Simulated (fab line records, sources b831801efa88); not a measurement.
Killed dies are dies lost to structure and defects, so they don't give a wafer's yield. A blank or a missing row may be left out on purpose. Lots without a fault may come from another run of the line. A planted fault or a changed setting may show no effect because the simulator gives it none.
Which tool did it? | flow sky130 | 12 lots, 36 wafers sampled, at 5 steps of a route of 708

WHAT THE GAUGES READ, wafer by wafer
SKY_DNWELL_TW_MEAS_09.
lot  | measured    | on            | DNWELL_TW
L585 | day 3 02:28 | film_metro-03 | 1112 1120 1114
L588 | day 4 05:11 | film_metro-03 | 1108 1107 1105
L590 | day 4 23:29 | film_metro-03 | 1120 1117 1118
L599 | day 6 12:04 | film_metro-01 | 1113 1114 1109
L601 | day 6 21:32 | film_metro-03 | 1113 1108 1104
L602 | day 7 03:20 | film_metro-01 | 1117 1123 1122
L603 | day 7 09:24 | film_metro-03 | 1112 1111 1114
L604 | day 7 11:05 | film_metro-01 | 1114 1115 1118
L605 | day 7 16:38 | film_metro-03 | 1105 1111 1112
L606 | day 8 04:10 | film_metro-03 | 1109 1106 1111
L607 | day 8 07:02 | film_metro-01 | 1121 1119 1118
L608 | day 8 08:55 | film_metro-02 | 1120 1114 1109

SKY_POLY_GATE_THK_MEAS_01.
lot  | measured     | on            | POLY_GATE_CVD_00_THK (nm)
L585 | day 14 03:52 | film_metro-02 | 183.1 183.6 181.9
L588 | day 15 21:00 | film_metro-03 | 180.2 178.1 180.9
L590 | day 17 06:10 | film_metro-02 | 200.3 200.9 199.6
L599 | day 19 18:59 | film_metro-03 | 178.1 178.1 179.3
L601 | day 20 03:26 | film_metro-03 | 180.2 178.4 178.8
L602 | day 20 08:48 | film_metro-04 | 178.8 179.1 179.5
L603 | day 20 18:46 | film_metro-04 | 180.5 181.0 180.3
L604 | day 20 21:01 | film_metro-02 | 178.7 179.5 179.4
L605 | day 21 04:18 | film_metro-02 | 180.3 180.4 179.6
L606 | day 21 23:53 | film_metro-03 | 181.3 179.8 180.1
L607 | day 22 04:25 | film_metro-03 | 179.5 181.0 179.4
L608 | day 22 05:44 | film_metro-02 | 182.0 183.3 181.7

SKY_POLY_GATE_THK_MEAS_21.
lot  | measured     | on            | POLY_GATE_OXIDATION_THK (nm)
L585 | day 16 18:59 | film_metro-02 | 3.95 4.00 4.03
L588 | day 18 09:36 | film_metro-02 | 3.88 3.89 3.90
L590 | day 19 22:34 | film_metro-03 | 3.95 3.91 3.93
L599 | day 22 15:42 | film_metro-03 | 4.10 4.14 4.02
L601 | day 22 18:56 | film_metro-04 | 3.98 3.97 3.96
L602 | day 23 01:14 | film_metro-03 | 3.91 3.96 3.92
L603 | day 23 10:53 | film_metro-02 | 3.82 3.85 3.82
L604 | day 23 13:14 | film_metro-02 | 4.03 3.99 4.00
L605 | day 23 19:37 | film_metro-03 | 3.81 3.81 3.97
L606 | day 24 16:50 | film_metro-03 | 3.82 3.86 3.94
L607 | day 24 19:03 | film_metro-03 | 3.96 3.87 4.00
L608 | day 24 21:27 | film_metro-03 | 3.87 3.92 3.85

WHICH TOOL RAN EACH LOT (tool, then ch and the chambers of the sampled wafers, then the start)
lot  | SKY_VT_ADJUST_HVTP_STRIP_10          | SKY_POLY_GATE_CVD_00
L585 | plasma_asher-02 ch 0,1, day 5 23:58  | lpcvd-01 ch 0, day 14 02:38
L588 | plasma_asher-04 ch 0,1, day 7 09:50  | lpcvd-01 ch 0, day 15 19:48
L590 | plasma_asher-02 ch 0,1, day 8 07:23  | lpcvd-01 ch 0, day 17 04:58
L599 | plasma_asher-04 ch 0,1, day 10 00:43 | lpcvd-01 ch 0, day 19 17:46
L601 | plasma_asher-01 ch 0,1, day 10 12:10 | lpcvd-01 ch 0, day 20 02:14
L602 | plasma_asher-02 ch 0,1, day 10 17:44 | lpcvd-01 ch 0, day 20 07:36
L603 | plasma_asher-04 ch 0,1, day 11 01:29 | lpcvd-01 ch 0, day 20 17:34
L604 | plasma_asher-01 ch 0,1, day 11 05:05 | lpcvd-01 ch 0, day 20 19:49
L605 | plasma_asher-04 ch 0,1, day 11 10:41 | lpcvd-01 ch 1, day 21 03:06
L606 | plasma_asher-02 ch 0,1, day 12 00:55 | lpcvd-01 ch 0, day 21 22:04
L607 | plasma_asher-02 ch 0,1, day 12 04:53 | lpcvd-01 ch 1, day 22 03:13
L608 | plasma_asher-04 ch 0,1, day 12 07:04 | lpcvd-01 ch 0, day 22 04:31
- SKY_VT_ADJUST_HVTP_STRIP_10: strips in O2/N2.
- SKY_POLY_GATE_CVD_00: deposits poly-Si, target thk 180 nm, time 720 s.

WHAT THE TOOLS THEMSELVES READ (means of the sampled wafers that have a number; where no wafer has one, the mark that the record gives instead)
SKY_VT_ADJUST_HVTP_STRIP_10.
lot  | tool            | drypump_motor_current_A (A) | oes_product_au (a.u.) | strip_time_to_endpoint_s (s)
L585 | plasma_asher-02 | 5.78                        | 0.712                 | 14.18
L588 | plasma_asher-04 | 5.44                        | 0.718                 | 14.21
L590 | plasma_asher-02 | 5.82                        | 0.712                 | 14.17
L599 | plasma_asher-04 | 5.44                        | 0.715                 | 14.21
L601 | plasma_asher-01 | 6.14                        | 0.714                 | 14.13
L602 | plasma_asher-02 | 5.78                        | 0.717                 | 14.12
L603 | plasma_asher-04 | 5.44                        | 0.718                 | 14.18
L604 | plasma_asher-01 | 6.15                        | 0.719                 | 14.11
L605 | plasma_asher-04 | 5.56                        | 0.717                 | 14.10
L606 | plasma_asher-02 | 5.79                        | 0.720                 | 14.20
L607 | plasma_asher-02 | 5.85                        | 0.712                 | 14.20
L608 | plasma_asher-04 | 5.43                        | 0.719                 | 14.12

SKY_POLY_GATE_CVD_00.
lot  | tool     | pressure_mtorr (mTorr) | susceptor_temp_C (C) | zone_power_centre_pct (%)
L585 | lpcvd-01 | 200.4                  | 619.64               | 10.72
L588 | lpcvd-01 | 199.8                  | 620.51               | 10.77
L590 | lpcvd-01 | 240.2                  | 619.84               | 10.65
L599 | lpcvd-01 | 200.2                  | 619.76               | 10.64
L601 | lpcvd-01 | 199.6                  | 619.86               | 10.70
L602 | lpcvd-01 | 200.1                  | 620.08               | 10.68
L603 | lpcvd-01 | 200.4                  | 620.17               | 10.67
L604 | lpcvd-01 | 199.8                  | 620.06               | 10.69
L605 | lpcvd-01 | 199.7                  | 620.38               | 10.36
L606 | lpcvd-01 | 200.3                  | 620.17               | 10.62
L607 | lpcvd-01 | 200.0                  | 620.33               | 10.32
L608 | lpcvd-01 | 199.8                  | 620.15               | 10.65

THE ANSWER, worked out from the rows above alone
Rule: what is usual is taken from the lots themselves. Put in order of their means at a reading, lots are off if they are a third of the lots or fewer, leave a main group of 4 or more, and stand apart from it by a gap of 3 or more times the standard deviation of the main group's means; of several such gaps the widest counts. A main group whose means are all the same, to the digits that the tables above print for the reading, isn't used. A lot without any number at a reading at which 4 lots or more have one is off too. The other lots that the step has rows for count as sound. The gauges are gone through in route order, then the tools' own readings, and for those a lot's mean is taken as printed above. The first step at which some lot is off is used, and at that step the reading that is off furthest; a lot without a number counts as furthest.
Off: L590, at SKY_POLY_GATE_THK_MEAS_01 (POLY_GATE_CVD_00_THK). The main group: mean 180.2 nm, standard deviation 1.3.
A tool fits if, at a process step before that reading, it ran every lot that is off, and no sound lot after the first of them. The gauges at SKY_POLY_GATE_THK_MEAS_01 aren't tried: what is off there is off at SKY_POLY_GATE_CVD_00 too, on other tools, and a gauge's error can't cause that. None of those tried fits.

WHAT THE SIMULATOR HAD PUT IN
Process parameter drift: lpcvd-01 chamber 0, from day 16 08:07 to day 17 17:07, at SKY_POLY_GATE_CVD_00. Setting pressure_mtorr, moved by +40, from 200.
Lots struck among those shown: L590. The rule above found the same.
